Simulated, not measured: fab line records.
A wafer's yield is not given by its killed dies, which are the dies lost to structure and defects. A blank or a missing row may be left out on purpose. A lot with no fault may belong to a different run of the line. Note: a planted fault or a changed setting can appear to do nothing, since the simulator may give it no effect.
One fault seen from 2 desks :: flow gf180mcu :: what lay behind the numbers comes last; until then each desk has only its own

THE METROLOGY DESK
What the gauges read for every lot (on any tool): the sampled wafers with a number, averaged. Any lot whose mean is over 4 standard deviations away from the usual mean is out of limits and marked OUT; that distance is given in the brackets.
Columns: A = M1_OVL at GF_M1_OVL_MEAS_15, usual 5 nm; B = V2_W_RS at GF_V2_RS_MEAS_24, usual 0.331 ohm/sq; C = V2_W_THK at GF_V2_THK_MEAS_25, usual 362 nm
lot: L163
first seen here: day 17 00:07
A: 1
B: 0.335
C: 359

lot: L168
first seen here: day 19 10:26
A: 5
B: 0.329
C: 364

lot: L170
first seen here: day 20 02:07
A: 1
B: 0.333
C: 363

lot: L172
first seen here: day 20 23:50
A: 8
B: 0.334
C: 353

lot: L175
first seen here: day 21 13:49
A: 3
B: 0.332
C: 364

lot: L177
first seen here: day 22 06:43
A: 0
B: 0.334
C: 361

lot: L178
first seen here: day 22 16:04
A: 2
B: 0.339
C: 351

lot: L182
first seen here: day 24 00:01
A: 3
B: 0.266 (-20) OUT
C: 452 (+19) OUT

lot: L183
first seen here: day 24 10:40
A: 15
B: 0.263 (-21) OUT
C: 454 (+19) OUT

lot: L186
first seen here: day 25 02:49
A: 9
B: 0.331
C: 358
This desk reports L182, L183 out of limits; the earliest was L182 at day 26 19:56 (V2_W_RS at GF_V2_RS_MEAS_24). Within limits: L163, L168, L170, L172, L175, L177, L178, L186.

TOOL OWNER'S DESK, cvdW-02
The tool's own readings at GF_V2_CVD_23 (deposits W, target thk 350 nm, time 104.94 s): means of the sampled wafers that have a number, for each lot that ran on this tool. Any lot whose mean is over 4 standard deviations away from the usual mean is out of limits and marked OUT; that distance is given in the brackets.
Columns: A = heaterPowerW at GF_V2_CVD_23, usual 876 W; B = susceptorTempC at GF_V2_CVD_23, usual 399.98 C
lot: L168
first seen here: day 22 15:21
A: 817
B: 399.97

lot: L175
first seen here: day 24 15:34
A: 836
B: 400.16

lot: L177
first seen here: day 25 08:00
A: 837
B: 400.16

lot: L182
first seen here: day 26 19:37
A: 894
B: 412.00 (+52) OUT

lot: L183
first seen here: day 27 06:30
A: 896
B: 411.94 (+52) OUT
This desk's finding: out of limits on L182, L183; first on L182, day 26 19:37 (susceptorTempC at GF_V2_CVD_23). Within limits: L168, L175, L177.

TAKEN TOGETHER
The tool owner's desk could have raised an alarm at day 26 19:37, on L182, L183.
An alarm was possible from the metrology desk at day 26 19:56, on L182, L183.
GF_V2_CVD_23 was run on cvdW-02 by each of the lots named.

WHAT WAS PUT IN BY THE SIMULATOR
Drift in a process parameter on cvdW-02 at GF_V2_CVD_23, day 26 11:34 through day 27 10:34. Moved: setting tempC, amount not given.
Shown lots that were struck: L182, L183.
Hours from the fault's start to each desk's first reading out of limits: the tool owner's desk, 8; the metrology desk, 8.
